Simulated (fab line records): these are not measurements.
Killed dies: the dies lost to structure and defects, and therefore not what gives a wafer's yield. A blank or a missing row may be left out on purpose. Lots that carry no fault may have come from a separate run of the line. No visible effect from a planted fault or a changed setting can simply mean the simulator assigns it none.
Shared-tool check    flow sky130    11 lots, 33 wafers sampled

THE REASON FOR OPENING IT
2 of 11 lots carry a flag on the reading PASSIVATION_CVD_02_THK at SKY_PASSIVATION_THK_MEAS_03. No-fault wafers: 542 nm, standard deviation 8.1.
Rule: a lot gets a flag if all its wafers with a number sit over 4 standard deviations from that mean, or if no wafer of it has a number. All remaining lots are regarded as sound.

lot   measured      on             PASSIVATION_CVD_02_THK (nm), wafer by wafer  flag
L540  day 44 12:48  film_metro-01  536 553 543                                  
L541  day 44 18:16  film_metro-04  534 542 537                                  
L542  day 45 01:28  film_metro-01  539 539 553                                  
L543  day 45 08:20  film_metro-01  542 537 547                                  
L551  day 47 11:32  film_metro-04  540 538 547                                  
L552  day 47 12:26  film_metro-04  589 593 592                                  FLAGGED
L553  day 48 01:31  film_metro-04  596 601 609                                  FLAGGED
L555  day 48 07:07  film_metro-04  539 535 557                                  
L556  day 48 12:22  film_metro-02  533 541 557                                  
L560  day 49 05:52  film_metro-01  553 557 552                                  
L561  day 49 10:50  film_metro-02  544 553 549                                  
The numbers of the flagged lots are 597 nm on average: +55 nm against the usual, or +7 standard deviations.

TOOL THAT RAN EACH LOT
Before the reading, the record contains 3 process steps out of a 708-step route. Every cell lists first the tool, next ch and the chambers used by the sampled wafers, and last the start.
lot   flag     SKY_METAL4_STRIP_19                   SKY_VIA4_CMP_21                SKY_PASSIVATION_CVD_02
L540           plasma_asher-03 ch 0,1, day 42 11:35  cmp-02 ch 0,1,2, day 43 13:06  pecvd-03 ch 0, day 44 12:28
L541           plasma_asher-03 ch 0, day 42 17:31    cmp-02 ch 1,2,3, day 43 18:37  pecvd-03 ch 0,1, day 44 18:02
L542           plasma_asher-02 ch 0,1, day 43 01:21  cmp-02 ch 0,2, day 44 01:45    pecvd-01 ch 0,1,2, day 45 01:13
L543           plasma_asher-02 ch 0,1, day 43 08:35  cmp-01 ch 0,2,3, day 44 08:40  pecvd-01 ch 0,2, day 45 08:07
L551           plasma_asher-01 ch 0,1, day 45 15:24  cmp-01 ch 0,2, day 46 14:08    pecvd-01 ch 0,2, day 47 11:19
L552  FLAGGED  plasma_asher-01 ch 0,1, day 45 16:44  cmp-02 ch 0,1,2, day 46 15:10  pecvd-01 ch 0,1,2, day 47 12:13
L553  FLAGGED  plasma_asher-01 ch 0,1, day 46 04:55  cmp-02 ch 0,3, day 47 04:11    pecvd-01 ch 0,2, day 48 01:17
L555           plasma_asher-01 ch 0,1, day 46 12:17  cmp-02 ch 0,1,3, day 47 10:01  pecvd-03 ch 0,1,2, day 48 06:53
L556           plasma_asher-02 ch 0,1, day 46 17:22  cmp-01 ch 2,3, day 47 15:36    pecvd-03 ch 0,1,2, day 48 12:07
L560           plasma_asher-01 ch 0,1, day 47 12:43  cmp-01 ch 1,2,3, day 48 10:30  pecvd-03 ch 0,1, day 49 05:38
L561           plasma_asher-01 ch 0,1, day 47 18:25  cmp-02 ch 1,2,3, day 48 15:09  pecvd-02 ch 0,1,2, day 49 10:37
What these steps do:
- SKY_METAL4_STRIP_19: strips in O2/N2.
- SKY_VIA4_CMP_21: polishes, stops on SiO2, t overpolish 25 s, target thk 0 nm.
- SKY_PASSIVATION_CVD_02: deposits Si3N4, target thk 540 nm.
- SKY_PASSIVATION_THK_MEAS_03

FLAGGED OVER TOTAL, TOOL BY TOOL (the gauges that took the reading come last)
step                         tool             lots run  flagged  share of the flagged lots  sound lots run after its first flagged lot
SKY_METAL4_STRIP_19          plasma_asher-01  6         2        all                        3 (L555,L560,L561)
SKY_METAL4_STRIP_19          plasma_asher-02  3         0        none                       -
SKY_METAL4_STRIP_19          plasma_asher-03  2         0        none                       -
SKY_VIA4_CMP_21              cmp-01           4         0        none                       -
SKY_VIA4_CMP_21              cmp-02           7         2        all                        2 (L555,L561)
SKY_PASSIVATION_CVD_02       pecvd-01         5         2        all                        0
SKY_PASSIVATION_CVD_02       pecvd-02         1         0        none                       -
SKY_PASSIVATION_CVD_02       pecvd-03         5         0        none                       -
SKY_PASSIVATION_THK_MEAS_03  film_metro-01    4         0        none                       -
SKY_PASSIVATION_THK_MEAS_03  film_metro-02    2         0        none                       -
SKY_PASSIVATION_THK_MEAS_03  film_metro-04    5         2        all                        1 (L555)

WHAT THE TABLE ALLOWS
4 rows of the table ran every flagged lot: plasma_asher-01 at SKY_METAL4_STRIP_19, cmp-02 at SKY_VIA4_CMP_21, pecvd-01 at SKY_PASSIVATION_CVD_02, film_metro-04 at SKY_PASSIVATION_THK_MEAS_03.
- plasma_asher-01 at SKY_METAL4_STRIP_19 ran 6 lots, 2 of them flagged. After the first flagged lot (L555, L560, L561), sound lots still ran on it; a lasting fault on the whole tool would not permit that.
- cmp-02 at SKY_VIA4_CMP_21 ran 7 lots, 2 of them flagged. After the first flagged lot (L555, L561), sound lots still ran on it; a lasting fault on the whole tool would not permit that.
- pecvd-01 at SKY_PASSIVATION_CVD_02 ran 5 lots, 2 of them flagged. It ran its last sound lot, L551, at day 47 11:19 and its first flagged lot, L552, at day 47 12:13: a fault with its onset between the two fits. Its own readings (rf_fwd_power_W) fall more than 4 standard deviations out on all wafers of the flagged lots.
- film_metro-04 at SKY_PASSIVATION_THK_MEAS_03 ran 5 lots, 2 of them flagged. After the first flagged lot (L555), sound lots still ran on it; a lasting fault on the whole tool would not permit that.
pecvd-01 at SKY_PASSIVATION_CVD_02 is the single tool remaining.

WHAT THE SIMULATOR HAD PUT IN
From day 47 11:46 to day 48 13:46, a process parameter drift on pecvd-01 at SKY_PASSIVATION_CVD_02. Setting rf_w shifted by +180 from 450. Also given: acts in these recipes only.
Struck lots among those shown: L552, L553. Same finding as the rule above.
